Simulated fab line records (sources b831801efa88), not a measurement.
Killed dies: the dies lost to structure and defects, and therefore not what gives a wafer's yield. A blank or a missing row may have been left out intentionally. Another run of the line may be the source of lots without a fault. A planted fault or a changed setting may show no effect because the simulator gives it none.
Which tool was responsible? + flow gf180mcu + 72 wafers from 24 lots sampled at 5 of the route's 602 steps

== WHAT THE GAUGES READ, wafer by wafer ==
GF_M4_THK_MEAS_06: measures by xrf.
| lot  | measured     | on           | M4_ALCU_THK (nm) |
|------|--------------|--------------|------------------|
| L074 | day 22 09:50 | filmMetro-01 | 452 457 456      |
| L075 | day 22 12:24 | filmMetro-01 | 457 450 464      |
| L076 | day 23 08:31 | filmMetro-01 | 456 460 449      |
| L077 | day 23 11:24 | filmMetro-04 | 457 459 457      |
| L078 | day 24 01:43 | filmMetro-03 | 456 451 458      |
| L079 | day 24 03:32 | filmMetro-01 | 458 460 459      |
| L080 | day 24 15:29 | filmMetro-04 | 453 454 459      |
| L081 | day 25 04:07 | filmMetro-04 | 464 457 460      |
| L082 | day 25 08:16 | filmMetro-03 | 459 459 453      |
| L083 | day 25 11:26 | filmMetro-04 | 456 458 459      |
| L084 | day 26 04:26 | filmMetro-04 | 461 463 455      |
| L085 | day 26 08:40 | filmMetro-01 | 452 452 447      |
| L086 | day 26 21:12 | filmMetro-03 | 470 468 470      |
| L087 | day 27 01:56 | filmMetro-01 | 463 460 455      |
| L088 | day 27 12:02 | filmMetro-01 | 454 455 454      |
| L089 | day 27 21:58 | filmMetro-01 | 462 459 462      |
| L090 | day 28 02:31 | filmMetro-04 | 453 456 453      |
| L091 | day 28 05:34 | filmMetro-03 | 461 467 461      |
| L092 | day 28 18:00 | filmMetro-04 | 457 467 456      |
| L093 | day 28 21:01 | filmMetro-04 | 453 457 462      |
| L094 | day 29 01:34 | filmMetro-04 | 458 467 472      |
| L095 | day 29 05:34 | filmMetro-04 | 468 462 460      |
| L096 | day 29 14:25 | filmMetro-04 | 465 460 454      |
| L097 | day 29 21:33 | filmMetro-01 | 448 453 449      |

GF_V4_BOW_MEAS_05.
| lot  | measured     | on           | V4_BOW (um) |
|------|--------------|--------------|-------------|
| L074 | day 23 10:05 | filmMetro-03 | 131 143 135 |
| L075 | day 23 12:27 | filmMetro-03 | 141 142 157 |
| L076 | day 24 08:45 | filmMetro-02 | 135 135 122 |
| L077 | day 24 10:58 | filmMetro-02 | 159 155 144 |
| L078 | day 25 00:39 | filmMetro-02 | 129 145 140 |
| L079 | day 25 02:47 | filmMetro-03 | 152 140 141 |
| L080 | day 25 14:37 | filmMetro-01 | 138 138 126 |
| L081 | day 26 02:56 | filmMetro-01 | 141 159 147 |
| L082 | day 26 06:37 | filmMetro-01 | 150 141 145 |
| L083 | day 26 10:04 | filmMetro-03 | 140 145 139 |
| L084 | day 27 02:29 | filmMetro-01 | 134 133 126 |
| L085 | day 27 07:08 | filmMetro-01 | 129 135 130 |
| L086 | day 27 18:22 | filmMetro-01 | 151 146 140 |
| L087 | day 27 23:31 | filmMetro-02 | 143 134 154 |
| L088 | day 28 09:02 | filmMetro-03 | 123 130 134 |
| L089 | day 28 18:01 | filmMetro-02 | 136 141 147 |
| L090 | day 28 23:45 | filmMetro-01 | 139 151 134 |
| L091 | day 29 02:23 | filmMetro-01 | 135 144 139 |
| L092 | day 29 13:58 | filmMetro-02 | 139 131 138 |
| L093 | day 29 17:22 | filmMetro-03 | 138 119 125 |
| L094 | day 29 22:04 | filmMetro-03 | 137 150 125 |
| L095 | day 30 02:08 | filmMetro-03 | 128 142 135 |
| L096 | day 30 11:05 | filmMetro-03 | 132 128 128 |
| L097 | day 30 18:18 | filmMetro-02 | 135 138 139 |

GF_V5_THK_MEAS_01.
| lot  | measured     | on           | V5_CVD_00_THK (nm) |
|------|--------------|--------------|--------------------|
| L074 | day 26 07:01 | filmMetro-04 | 288 289 289        |
| L075 | day 26 09:01 | filmMetro-04 | 288 293 295        |
| L076 | day 27 04:00 | filmMetro-04 | 293 290 293        |
| L077 | day 27 06:42 | filmMetro-02 | 288 289 288        |
| L078 | day 27 16:52 | filmMetro-04 | 291 289 291        |
| L079 | day 27 19:28 | filmMetro-04 | 288 293 291        |
| L080 | day 28 06:48 | filmMetro-02 | 291 293 291        |
| L081 | day 28 19:26 | filmMetro-02 | 288 288 292        |
| L082 | day 28 21:40 | filmMetro-03 | 288 291 293        |
| L083 | day 29 01:05 | filmMetro-03 | 287 294 290        |
| L084 | day 29 17:26 | filmMetro-04 | 285 287 288        |
| L085 | day 29 20:52 | filmMetro-03 | 292 287 292        |
| L086 | day 30 05:44 | filmMetro-04 | 292 290 294        |
| L087 | day 30 11:38 | filmMetro-03 | 289 294 295        |
| L088 | day 30 20:47 | filmMetro-03 | 291 292 292        |
| L089 | day 31 04:06 | filmMetro-02 | 293 294 294        |
| L090 | day 31 09:32 | filmMetro-04 | 289 291 287        |
| L091 | day 31 12:38 | filmMetro-04 | 295 294 294        |
| L092 | day 31 22:49 | filmMetro-04 | 292 288 292        |
| L093 | day 32 01:32 | filmMetro-02 | 288 292 295        |
| L094 | day 32 07:07 | filmMetro-04 | 284 292 294        |
| L095 | day 32 10:28 | filmMetro-04 | 290 285 284        |
| L096 | day 32 17:20 | filmMetro-02 | 287 286 293        |
| L097 | day 33 00:31 | filmMetro-02 | 286 292 286        |

GF_V5_OVL_MEAS_15.
| lot  | measured     | on         | V5_OVL (nm) |
|------|--------------|------------|-------------|
| L074 | day 27 04:23 | overlay-02 | -5 -9 2     |
| L075 | day 27 06:47 | overlay-01 | 1 -4 -11    |
| L076 | day 28 00:23 | overlay-01 | -5 -7 -3    |
| L077 | day 28 03:39 | overlay-01 | -7 1 -3     |
| L078 | day 28 13:14 | overlay-01 | 1 1 2       |
| L079 | day 28 15:53 | overlay-02 | 0 -3 -3     |
| L080 | day 29 03:05 | overlay-01 | -6 -1 4     |
| L081 | day 29 14:40 | overlay-02 | -1 -4 -7    |
| L082 | day 29 17:38 | overlay-01 | -2 2 -5     |
| L083 | day 29 20:58 | overlay-01 | -1 6 2      |
| L084 | day 30 12:51 | overlay-02 | -15 -12 -11 |
| L085 | day 30 16:10 | overlay-01 | 0 6 7       |
| L086 | day 30 23:50 | overlay-02 | 2 2 6       |
| L087 | day 31 06:05 | overlay-01 | 1 1 5       |
| L088 | day 31 14:47 | overlay-02 | -7 -7 -9    |
| L089 | day 31 22:25 | overlay-01 | -7 -1 -1    |
| L090 | day 32 03:05 | overlay-02 | 1 2 5       |
| L091 | day 32 06:41 | overlay-02 | -5 -2 -1    |
| L092 | day 32 16:08 | overlay-01 | 4 6 -1      |
| L093 | day 32 18:29 | overlay-02 | -9 -15 -4   |
| L094 | day 33 00:19 | overlay-02 | 0 -4 -2     |
| L095 | day 33 03:05 | overlay-02 | -11 -13 -11 |
| L096 | day 33 10:10 | overlay-02 | -6 -3 -4    |
| L097 | day 33 16:43 | overlay-01 | 6 8 6       |

GF_V5_THK_MEAS_25: measures by xrf.
| lot  | measured     | on           | V5_W_THK (nm) |
|------|--------------|--------------|---------------|
| L074 | day 27 05:29 | filmMetro-04 | 357 357 357   |
| L075 | day 27 07:50 | filmMetro-02 | 356 358 358   |
| L076 | day 28 01:28 | filmMetro-03 | 347 346 341   |
| L077 | day 28 04:43 | filmMetro-04 | 360 359 359   |
| L078 | day 28 14:17 | filmMetro-04 | 353 356 358   |
| L079 | day 28 16:56 | filmMetro-03 | 348 347 348   |
| L080 | day 29 04:08 | filmMetro-03 | 356 355 358   |
| L081 | day 29 15:44 | filmMetro-04 | 360 357 356   |
| L082 | day 29 18:43 | filmMetro-02 | 348 347 349   |
| L083 | day 29 22:02 | filmMetro-04 | 356 360 363   |
| L084 | day 30 14:02 | filmMetro-03 | 350 352 354   |
| L085 | day 30 17:34 | filmMetro-03 | 348 348 347   |
| L086 | day 31 00:53 | filmMetro-04 | 352 353 357   |
| L087 | day 31 07:09 | filmMetro-02 | 350 356 351   |
| L088 | day 31 15:50 | filmMetro-04 | 352 350 355   |
| L089 | day 31 23:28 | filmMetro-03 | 355 353 357   |
| L090 | day 32 04:10 | filmMetro-02 | 347 350 352   |
| L091 | day 32 07:44 | filmMetro-03 | 351 349 352   |
| L092 | day 32 17:11 | filmMetro-04 | 357 356 358   |
| L093 | day 32 19:32 | filmMetro-04 | 357 355 352   |
| L094 | day 33 01:22 | filmMetro-04 | 355 351 352   |
| L095 | day 33 04:08 | filmMetro-03 | 349 354 351   |
| L096 | day 33 11:15 | filmMetro-03 | 351 358 354   |
| L097 | day 33 17:50 | filmMetro-02 | 353 358 347   |

== TOOL THAT RAN EACH LOT (tool first, then ch and the chambers of the sampled wafers, then the start) ==
Record: no process step prior to these readings.

== WHAT THE TOOLS THEMSELVES READ (means of the sampled wafers that have a number; where no wafer has one, the mark that the record gives instead) ==
The record holds no such reading with a usual standard deviation.

== THE ANSWER, worked out from the rows above alone ==
Rule: what is usual is taken from the lots themselves. The widest of any qualifying gaps counts: lots, ordered by their means at a reading, are off when they make up no more than a third of the lots, leave a main group of 4 or more, and stand apart from it by 3 or more times the standard deviation of that group's means. A main group is skipped when, at the precision printed for the reading in the tables above, its means are all equal. A lot without any number at a reading at which 4 lots or more have one is off too. All remaining lots with rows at the step are treated as sound. The gauges are gone through in route order, then the tools' own readings, and for those a lot's mean is taken as printed above. At the first step where some lot is off, the reading lying furthest off is the one used; lots without a number count as furthest.
None of the lots is off at any reading shown; this tells nothing.

== WHAT HAD BEEN PUT IN BY THE SIMULATOR ==
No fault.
